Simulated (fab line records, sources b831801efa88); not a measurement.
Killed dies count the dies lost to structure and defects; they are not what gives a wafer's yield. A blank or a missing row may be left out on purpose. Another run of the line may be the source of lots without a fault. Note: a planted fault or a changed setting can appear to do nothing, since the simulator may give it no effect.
fab line records    flow sky130
record lots=6  wafers=18  lastDay=50
route steps=708 shown VT_ADJUST_NCORE@128 VT_ADJUST_HVTR@131 VT_ADJUST_PCH@143 PAD_OPEN@708
lots with no fault: from the same line, run without faults
startH: hours from the record's first day to the start of the lot's first wafer shown    waitH: hours from the lot's prior step to this one    " unchanged from the row above    L1.1+2: a single row standing in for several wafers    - no value present, or no start provided    * or withheld: withheld    < > ~ a bound
route shown NAME@n: NAME is a module with steps in the file, n the number in the route of the first one    usual: mean/standard deviation of fault-free wafers    same: alike in all rows    chamber/n: place in a boat    sites: readings site by site    _std_site: their standard deviation    _edge_site: inner sites' mean taken away from outer sites' mean    radiusMm: for every site, how far away it sits from the centre of the wafer    mask NAME#n: copy n    behind: the tool/chamber that last shaped the wafer    hold: reason for holding the lot/hours on hold/outcome of the hold    device: whichever transistor did not switch (one of n, p or np)    end of line: the same wafers' tests at the end of the route    a step given without rows: its recipe and nothing more    killed: the dies lost at the first sort to structure and to defects; this is not the yield of the wafer    map: a wafer's dies, x killed, . not, _ none there
set.NAME: the run value of the setting; set.NAME@STEP: its run value at that earlier step    model.NAME: the simulator's own value behind a step, which no gauge read
lots at selected steps of the route; one table per step, one row per wafer
services: when a tool's chamber went out of use (startH, in hours from the record's first day, below 0 if earlier), for how many hours, and the reason
## steps
# step SKY_VT_ADJUST_NCORE_IMPLANT_09
# recipe species=B  energyKev=10  doseCm2=2.4e+12  tiltDeg=withheld
# step SKY_VT_ADJUST_NCORE_STRIP_10
# recipe chemistry=O2/N2  powerW=1400  pressureMtorr=1500  platenTempC=withheld  o2FlowSccm=3000  n2FlowSccm=300  overashFraction=0.5
# usual drypumpMotorCurrentA=5.6/0.32  oesProductAu=0.715/0.0041  stripTimeToEndpointS=14.19/0.033
lot.wafer  tool            chamber  startH  waitH  drypumpMotorCurrentA  oesProductAu  rfHoursCounterH  stripTimeToEndpointS
L536.2     plasmaAsher-03  1        187.73  0.1    5.1                   0.717         7                14.22
L536.4     "               0        "       "      5.4                   0.714         -                14.26
L536.6     "               1        "       "      5.1                   0.717         -                14.25
L542.1     plasmaAsher-03  0        230.75  0.1    5.4                   0.720         11               14.23
L542.4     "               1        "       "      5.1                   0.720         -                14.28
L542.5     "               1        "       "      5.2                   0.724         -                14.25
L544.3     plasmaAsher-04  1        245.18  0.1    5.8                   0.718         -                14.19
L544.5     "               1        "       "      5.7                   0.714         -                14.18
L544.6     "               0        "       "      5.8                   0.717         -                14.20
L550.2     plasmaAsher-01  1        287.73  0.1    5.6                   0.717         47               14.20
L550.3     "               0        "       "      6.1                   0.711         -                14.23
L550.6     "               0        "       "      6.1                   0.714         -                14.22
L556.3     plasmaAsher-03  1        329.18  0.1    5.1                   0.704         -                14.19
L556.4     "               0        "       "      5.4                   0.713         -                14.17
L556.6     "               0        "       "      5.4                   0.716         -                14.20
L558.2     plasmaAsher-03  1        343.40  0.1    5.1                   0.721         22               14.18
L558.3     "               1        "       "      5.2                   0.715         -                14.20
L558.5     "               1        "       "      5.1                   0.716         -                14.18
# step SKY_VT_ADJUST_NCORE_TW_MEAS_11
# usual VT_ADJUST_NCORE_TW=219.9/1.7
lot.wafer  tool          chamber  startH  waitH  VT_ADJUST_NCORE_TW
L536.2     filmMetro-04  -        187.84  0.1    219.7
L536.4     "             -        "       "      219.5
L536.6     "             -        "       "      219.4
L542.1     filmMetro-02  -        230.85  0.1    219.8
L542.4     "             -        "       "      218.4
L542.5     "             -        "       "      219.0
L544.3     filmMetro-04  -        245.27  0.1    218.7
L544.5     "             -        "       "      218.5
L544.6     "             -        "       "      218.5
L550.2     filmMetro-01  -        287.84  0.1    223.0
L550.3     "             -        "       "      222.8
L550.6     "             -        "       "      223.2
L556.3     filmMetro-01  -        329.27  0.1    222.1
L556.4     "             -        "       "      221.8
L556.6     "             -        "       "      221.3
L558.2     filmMetro-01  -        343.51  0.1    222.4
L558.3     "             -        "       "      222.7
L558.5     "             -        "       "      223.2
# step SKY_VT_ADJUST_HVTR_DEHYDRATE_00
# recipe tempC=200  timeS=60
# step SKY_VT_ADJUST_HVTR_HMDS_01
# recipe primeTimeS=60  primeTempC=120
# step SKY_VT_ADJUST_HVTR_COAT_02
# recipe resist=NOVOLAK  spinRpm=3000  resistThkNm=1140
# step SKY_VT_ADJUST_HVTR_SOFTBAKE_03
# recipe tempC=90  timeS=60  resist=NOVOLAK
# step SKY_VT_ADJUST_HVTR_EXPOSE_04
# recipe maskId=HVTRM  targetCdNm=380  na=0.6  sourceShape=conventional  sigmaOuter=0.6  doseMj=150
# step SKY_VT_ADJUST_HVTR_PEB_05
# recipe tempC=withheld  timeS=*  resist=NOVOLAK
# step SKY_VT_ADJUST_HVTR_DEVELOP_06
# recipe developTimeS=60  devTempC=23
# step SKY_VT_ADJUST_HVTR_CD_MEAS_07
# recipe targetCdNm=380
# usual cdNm=380/3
lot.wafer  tool      chamber  startH  waitH  cdNm
L536.2     cdSem-01  -        206.89  0.1    385
L536.4     "         -        "       "      385
L536.6     "         -        "       "      384
L542.1     cdSem-01  -        254.01  0.1    381
L542.4     "         -        "       "      385
L542.5     "         -        "       "      383
L544.3     cdSem-01  -        269.09  0.1    377
L544.5     "         -        "       "      380
L544.6     "         -        "       "      378
L550.2     cdSem-01  -        313.64  0.1    380
L550.3     "         -        "       "      381
L550.6     "         -        "       "      378
L556.3     cdSem-01  -        357.33  0.1    380
L556.4     "         -        "       "      380
L556.6     "         -        "       "      379
L558.2     cdSem-02  -        371.79  0.1    380
L558.3     "         -        "       "      380
L558.5     "         -        "       "      380
# step SKY_VT_ADJUST_HVTR_OVL_MEAS_08
# usual VT_ADJUST_HVTR_OVL=-1.5/1.4
lot.wafer  tool        chamber  startH  waitH  VT_ADJUST_HVTR_OVL[nm]
L536.2     overlay-01  -        206.99  0.1    -1.1
L536.4     "           -        "       "      0.7
L536.6     "           -        "       "      0.0
L542.1     overlay-01  -        254.13  0.1    -1.1
L542.4     "           -        "       "      0.6
L542.5     "           -        "       "      -0.2
L544.3     overlay-01  -        269.18  0.1    -0.8
L544.5     "           -        "       "      -0.8
L544.6     "           -        "       "      -1.0
L550.2     overlay-01  -        313.75  0.1    -1.7
L550.3     "           -        "       "      -1.0
L550.6     "           -        "       "      -0.6
L556.3     overlay-02  -        357.43  0.1    -4.1
L556.4     "           -        "       "      -4.3
L556.6     "           -        "       "      -4.9
L558.2     overlay-02  -        371.90  0.1    -3.0
L558.3     "           -        "       "      -1.8
L558.5     "           -        "       "      -3.4
# step SKY_VT_ADJUST_HVTR_IMPLANT_09
# recipe species=B  energyKev=10  doseCm2=2.1e+12  tiltDeg=withheld
# usual beamEnergyKeV=10.000/0.003  beamOnS=10.03/0.22  faradayCurrentUA=11.81/0.26
lot.wafer  tool          chamber  startH  waitH  beamEnergyKeV  beamOnS  faradayCurrentUA
L536.2     implanter-02  0        207.05  0.0    9.999          10.08    11.76
L536.4     "             0        "       "      9.999          10.14    11.69
L536.6     "             0        "       "      9.999          10.29    11.51
L542.1     implanter-04  0        254.17  0.0    10.002         10.07    11.73
L542.4     "             0        "       "      10.000         10.13    11.73
L542.5     "             0        "       "      10.006         9.91     11.96
L544.3     implanter-04  0        269.25  0.1    10.000         8.24     14.36
L544.5     "             0        "       "      9.999          8.50     13.88
L544.6     "             0        "       "      9.998          8.21     14.48
L550.2     implanter-04  0        313.80  0.0    10.000         8.42     14.03
L550.3     "             0        "       "      10.004         8.19     14.46
L550.6     "             0        "       "      9.998          8.41     14.03
L556.3     implanter-02  0        357.50  0.1    10.002         10.23    11.50
L556.4     "             0        "       "      10.001         10.02    11.83
L556.6     "             0        "       "      10.003         9.98     11.95
L558.2     implanter-02  0        371.95  0.0    10.004         9.91     11.95
L558.3     "             0        "       "      10.002         9.85     12.03
L558.5     "             0        "       "      10.007         9.86     11.96
# step SKY_VT_ADJUST_HVTR_STRIP_10
# recipe chemistry=O2/N2  powerW=1400  pressureMtorr=1500  platenTempC=withheld  o2FlowSccm=3000  n2FlowSccm=300  overashFraction=0.5
# usual drypumpMotorCurrentA=5.55/0.22  oesProductAu=0.716/0.0044  stripTimeToEndpointS=14.18/0.042
lot.wafer  tool            chamber  startH  waitH  drypumpMotorCurrentA  oesProductAu  rfHoursCounterH  stripTimeToEndpointS
L536.2     plasmaAsher-04  0        207.17  0.1    5.80                  0.722         47               14.24
L536.4     "               0        "       "      5.81                  0.724         -                14.21
L536.6     "               0        "       "      5.82                  0.710         -                14.18
L542.1     plasmaAsher-03  1        254.32  0.1    5.15                  0.711         14               14.14
L542.4     "               1        "       "      5.16                  0.716         -                14.14
L542.5     "               1        "       "      5.14                  0.718         -                14.13
L544.3     plasmaAsher-04  0        269.38  0.1    5.81                  0.722         -                14.23
L544.5     "               1        "       "      5.76                  0.715         -                14.24
L544.6     "               0        "       "      5.81                  0.714         -                14.24
L550.2     plasmaAsher-04  0        313.93  0.1    5.79                  0.717         58               14.19
L550.3     "               0        "       "      5.78                  0.720         -                14.19
L550.6     "               0        "       "      5.81                  0.723         -                14.21
L556.3     plasmaAsher-03  1        357.63  0.1    5.13                  0.705         -                14.25
L556.4     "               0        "       "      5.45                  0.714         -                14.18
L556.6     "               0        "       "      5.44                  0.711         -                14.21
L558.2     plasmaAsher-02  1        372.08  0.1    5.53                  0.716         70               14.24
L558.3     "               1        "       "      5.53                  0.719         -                14.20
L558.5     "               1        "       "      5.51                  0.714         -                14.27
# step SKY_VT_ADJUST_HVTR_TW_MEAS_11
# usual VT_ADJUST_HVTR_TW=210.9/1
lot.wafer  tool          chamber  startH  waitH  VT_ADJUST_HVTR_TW
L536.2     filmMetro-04  -        207.28  0.1    210.6
L536.4     "             -        "       "      209.6
L536.6     "             -        "       "      210.5
L542.1     filmMetro-03  -        254.42  0.1    212.2
L542.4     "             -        "       "      210.7
L542.5     "             -        "       "      211.1
L544.3     filmMetro-04  -        269.47  0.1    199.3
L544.5     "             -        "       "      198.2
L544.6     "             -        "       "      198.7
L550.2     filmMetro-04  -        314.04  0.1    198.7
L550.3     "             -        "       "      198.0
L550.6     "             -        "       "      199.0
L556.3     filmMetro-04  -        357.72  0.1    210.7
L556.4     "             -        "       "      210.9
L556.6     "             -        "       "      211.0
L558.2     filmMetro-03  -        372.19  0.1    212.1
L558.3     "             -        "       "      211.9
L558.5     "             -        "       "      212.4
# step SKY_VT_ADJUST_PCH_DEHYDRATE_00
# recipe tempC=200  timeS=60
# step SKY_PAD_OPEN_PROBE_99
# usual killed_at_M0_to_M3=43/7.6  killed_at_M4_up=2.9/1.9  killedAtContacts=24/5  killedAtFrontEnd=15/4.3  killedAtOther=0.3/0.54  killedDies=85/10  killedOpen=47/7  killedShort=38/6.4
# same grossDies=492  killedAtBackSide=0
lot.wafer  tool       chamber  startH   waitH  killed_at_M0_to_M3  killed_at_M4_up  killedAtContacts  killedAtFrontEnd  killedAtOther  killedDies  killedOpen  killedShort  model.etest.pfet_01v8_mvt.driveUaUm  model.etest.pfet_01v8_mvt.offLog10AUm  model.etest.pfet_01v8_mvt.vtSatV  model.etest.pfet_01v8_mvt.vtV  model.etest.pfet_01v8_mvt.vtLongV
L536.2     prober-01  -        1081.23  0.1    38                  4                24                17                0              83          40          43           147.5                                -11.28                                 -0.5944                           -0.6804                        -0.8885
L536.4     prober-01  -        1081.33  0.2    34                  4                27                18                1              84          39          45           145.8                                -11.24                                 -0.5965                           -0.6815                        -0.8875
L536.6     prober-01  -        1081.43  0.2    45                  5                32                23                0              105         49          56           144.6                                -11.19                                 -0.6069                           -0.6869                        -0.8901
L542.1     prober-01  -        1124.41  0.1    44                  2                23                19                1              89          50          39           149.2                                -10.8                                  -0.5785                           -0.6667                        -0.8731
L542.4     prober-01  -        1124.56  0.2    29                  4                19                9                 0              61          30          31           149                                  -10.8                                  -0.5825                           -0.6686                        -0.8719
L542.5     prober-01  -        1124.61  0.2    49                  3                20                12                0              84          50          34           150.1                                -10.83                                 -0.5741                           -0.6638                        -0.8725
L544.3     prober-02  -        1140.16  0.2    36                  0                17                16                0              69          33          36           141.4                                -11.61                                 -0.631                            -0.7052                        -0.9072
L544.5     prober-02  -        1140.26  0.2    47                  2                21                24                1              95          45          50           144                                  -11.5                                  -0.6267                           -0.7071                        -0.9066
L544.6     prober-02  -        1140.31  0.2    56                  1                12                21                0              90          49          41           142.4                                -11.54                                 -0.6372                           -0.7104                        -0.9076
L550.2     prober-02  -        1168.16  0.1    45                  5                19                20                0              89          53          36           148.3                                -11.39                                 -0.6232                           -0.7011                        -0.903
L550.3     prober-02  -        1168.21  0.2    51                  5                23                14                0              93          53          40           146.7                                -11.44                                 -0.6258                           -0.7019                        -0.9013
L550.6     prober-02  -        1168.36  0.2    33                  0                23                18                0              74          34          40           144.3                                -11.45                                 -0.6297                           -0.7035                        -0.9016
L556.3     prober-01  -        1196.42  0.2    56                  3                25                7                 0              91          45          46           152.7                                -10.64                                 -0.5604                           -0.6503                        -0.8529
L556.4     prober-01  -        1196.47  0.2    36                  0                31                10                0              77          46          31           152.6                                -10.51                                 -0.5652                           -0.6519                        -0.8518
L556.6     prober-01  -        1196.57  0.2    46                  2                22                13                0              83          52          31           150.6                                -10.69                                 -0.5733                           -0.6601                        -0.8542
L558.2     prober-01  -        1199.78  0.1    50                  2                22                14                0              88          39          49           148.4                                -10.48                                 -0.5543                           -0.638                         -0.8463
L558.3     prober-01  -        1199.83  0.2    53                  0                20                12                1              86          45          41           149.4                                -10.48                                 -0.5635                           -0.6482                        -0.851
L558.5     prober-01  -        1199.93  0.2    43                  2                24                14                0              83          42          41           150.6                                -10.62                                 -0.5583                           -0.6452                        -0.8473
# killed by level:class
L536.2 LI_CONTACT:geometricParticle:open=9 VIA2:geometricParticle:open=8 FIELD_ISO:geometricParticle:short=7 METAL2:geometricParticle:short=6 VIA1:geometricParticle:short=5 LOCAL_INTERCONNECT:geometricParticle:short=5 VIA1:geometricParticle:open=5 METAL3:geometricParticle:short=5
L536.4 CONTACT:geometricParticle:open=10 VIA1:geometricParticle:open=8 POLY_GATE:geometricParticle:short=7 LI_CONTACT:geometricParticle:open=7 CONTACT:geometricParticle:short=7 FIELD_ISO:geometricParticle:short=5 VIA1:geometricParticle:short=5 METAL1:geometricParticle:short=5
L536.6 CONTACT:geometricParticle:open=12 VIA1:geometricParticle:open=11 CONTACT:geometricParticle:short=9 POLY_GATE:geometricParticle:short=8 VIA2:geometricParticle:open=7 METAL1:geometricParticle:short=6 FIELD_ISO:geometricParticle:short=5 LI_CONTACT:geometricParticle:open=5
L542.1 VIA1:geometricParticle:open=16 LI_CONTACT:geometricParticle:open=10 METAL2:geometricParticle:short=7 CONTACT:geometricParticle:short=6 POLY_GATE:geometricParticle:open=5 POLY_GATE:geometricParticle:short=5 CONTACT:geometricParticle:open=5 METAL1:geometricParticle:short=5
L542.4 FIELD_ISO:geometricParticle:open=6 VIA1:geometricParticle:open=6 CONTACT:geometricParticle:short=5 VIA3:geometricParticle:open=5 METAL2:geometricParticle:short=4 LI_CONTACT:geometricParticle:open=4 METAL1:geometricParticle:short=4 VIA1:geometricParticle:short=4
L542.5 VIA1:geometricParticle:open=12 VIA3:geometricParticle:open=8 CONTACT:geometricParticle:open=7 METAL1:geometricParticle:short=6 CONTACT:geometricParticle:short=5 VIA2:geometricParticle:open=5 POLY_GATE:geometricParticle:short=4 LI_CONTACT:geometricParticle:open=4
L544.3 VIA1:geometricParticle:open=9 METAL1:geometricParticle:short=8 LI_CONTACT:geometricParticle:open=7 VIA2:geometricParticle:short=5 VIA1:geometricParticle:short=5 LOCAL_INTERCONNECT:geometricParticle:short=4 FIELD_ISO:geometricParticle:short=3 CONTACT:geometricParticle:open=3
L544.5 VIA1:geometricParticle:open=11 LI_CONTACT:geometricParticle:open=9 FIELD_ISO:geometricParticle:short=7 POLY_GATE:geometricParticle:short=7 METAL2:geometricParticle:short=7 METAL1:geometricParticle:short=6 VIA2:geometricParticle:short=5 VIA3:geometricParticle:open=5
L544.6 VIA1:geometricParticle:open=11 METAL1:geometricParticle:short=7 VIA3:geometricParticle:open=7 FIELD_ISO:geometricParticle:open=6 FIELD_ISO:geometricParticle:short=6 VIA2:geometricParticle:open=6 VIA1:geometricParticle:short=6 METAL2:geometricParticle:open=5
L550.2 VIA2:geometricParticle:open=13 VIA1:geometricParticle:open=9 LI_CONTACT:geometricParticle:open=8 FIELD_ISO:geometricParticle:open=5 POLY_GATE:geometricParticle:open=5 POLY_GATE:geometricParticle:short=5 CONTACT:geometricParticle:short=5 VIA1:geometricParticle:short=5
L550.3 VIA1:geometricParticle:open=17 CONTACT:geometricParticle:open=9 VIA2:geometricParticle:open=6 LI_CONTACT:geometricParticle:open=5 VIA3:geometricParticle:open=5 METAL3:geometricParticle:short=4 LI_CONTACT:geometricParticle:short=4 VIA3:geometricParticle:short=4
L550.6 CONTACT:geometricParticle:open=9 VIA1:geometricParticle:open=8 LOCAL_INTERCONNECT:geometricParticle:short=6 METAL2:geometricParticle:short=5 FIELD_ISO:geometricParticle:open=4 FIELD_ISO:geometricParticle:short=4 VIA3:geometricParticle:open=4 POLY_GATE:geometricParticle:short=3
L556.3 CONTACT:geometricParticle:open=12 METAL1:geometricParticle:short=10 VIA3:geometricParticle:open=9 LI_CONTACT:geometricParticle:open=8 METAL2:geometricParticle:short=6 VIA2:geometricParticle:open=6 VIA3:geometricParticle:short=6 VIA1:geometricParticle:open=5
L556.4 CONTACT:geometricParticle:open=14 LI_CONTACT:geometricParticle:open=10 VIA1:geometricParticle:open=6 METAL1:geometricParticle:short=6 VIA3:geometricParticle:short=5 METAL2:geometricParticle:short=4 VIA2:geometricParticle:open=4 LOCAL_INTERCONNECT:geometricParticle:short=3
L556.6 VIA1:geometricParticle:open=12 VIA3:geometricParticle:open=10 VIA2:geometricParticle:open=9 CONTACT:geometricParticle:open=6 POLY_GATE:geometricParticle:short=5 LOCAL_INTERCONNECT:geometricParticle:short=5 CONTACT:geometricParticle:short=4 LI_CONTACT:geometricParticle:open=3
L558.2 METAL2:geometricParticle:short=10 VIA1:geometricParticle:short=8 VIA1:geometricParticle:open=8 CONTACT:geometricParticle:open=7 LI_CONTACT:geometricParticle:open=6 METAL1:geometricParticle:short=6 FIELD_ISO:geometricParticle:open=5 CONTACT:geometricParticle:short=5
L558.3 VIA1:geometricParticle:open=12 VIA1:geometricParticle:short=9 VIA2:geometricParticle:open=8 VIA3:geometricParticle:open=7 METAL2:geometricParticle:short=7 LI_CONTACT:geometricParticle:open=5 CONTACT:geometricParticle:open=5 POLY_GATE:geometricParticle:open=4
L558.5 VIA3:geometricParticle:open=10 VIA1:geometricParticle:open=8 METAL2:geometricParticle:short=7 LI_CONTACT:geometricParticle:open=6 CONTACT:geometricParticle:short=6 CONTACT:geometricParticle:open=6 FIELD_ISO:geometricParticle:short=5 VIA1:geometricParticle:short=4
## services
tool            chamber  startH  hours  kind
implanter-02    -        183.23  4.3    repair
plasmaAsher-02  -        228.71  2.8    pm
implanter-02    -        237.84  0.8    repair
implanter-04    -        241.29  2.0    repair
plasmaAsher-04  -        245.45  0.6    repair
plasmaAsher-03  -        320.34  0.4    repair
plasmaAsher-01  -        320.75  5.1    repair
implanter-02    -        349.16  4.8    repair
implanter-04    -        349.81  2.0    repair
## key
firstSign step=SKY_VT_ADJUST_HVTR_IMPLANT_09  reading=faradayCurrentUA  direction=up  sigmas=9.1  usual=11.81  struck=14.21
effect step=SKY_VT_ADJUST_HVTR_IMPLANT_09  reading=beamOnS  direction=down  sigmas=7.7  usual=10.03  struck=8.33
effect step=SKY_VT_ADJUST_HVTR_TW_MEAS_11  reading=VT_ADJUST_HVTR_TW  direction=down  sigmas=12  usual=210.9  struck=198.7
modelEffect step=SKY_PAD_OPEN_PROBE_99  value=etest.pfet_01v8_mvt.driveUaUm  without=151.6  struck=144.5
metAt SKY_VT_ADJUST_HVTR_IMPLANT_09
struckWafers L544.3,L544.5,L544.6,L550.2,L550.3,L550.6
testerLeftOut L544,L550
onsetBetween 254.17 269.25
fault kind=processParameterDrift  tool=implanter-04  chamber=-  onsetH=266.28  steps=SKY_VT_ADJUST_HVTR_IMPLANT_09  channel=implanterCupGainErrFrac  offset=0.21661  shape=step  endH=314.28
# testerLeftOut: of these lots the tester's yield and bins aren't shown, on N5 and GAA mostly nor the transistor test; their killed dies are dies lost to structure and defects alone, not to doping, threshold or leakage, so they don't give the yield
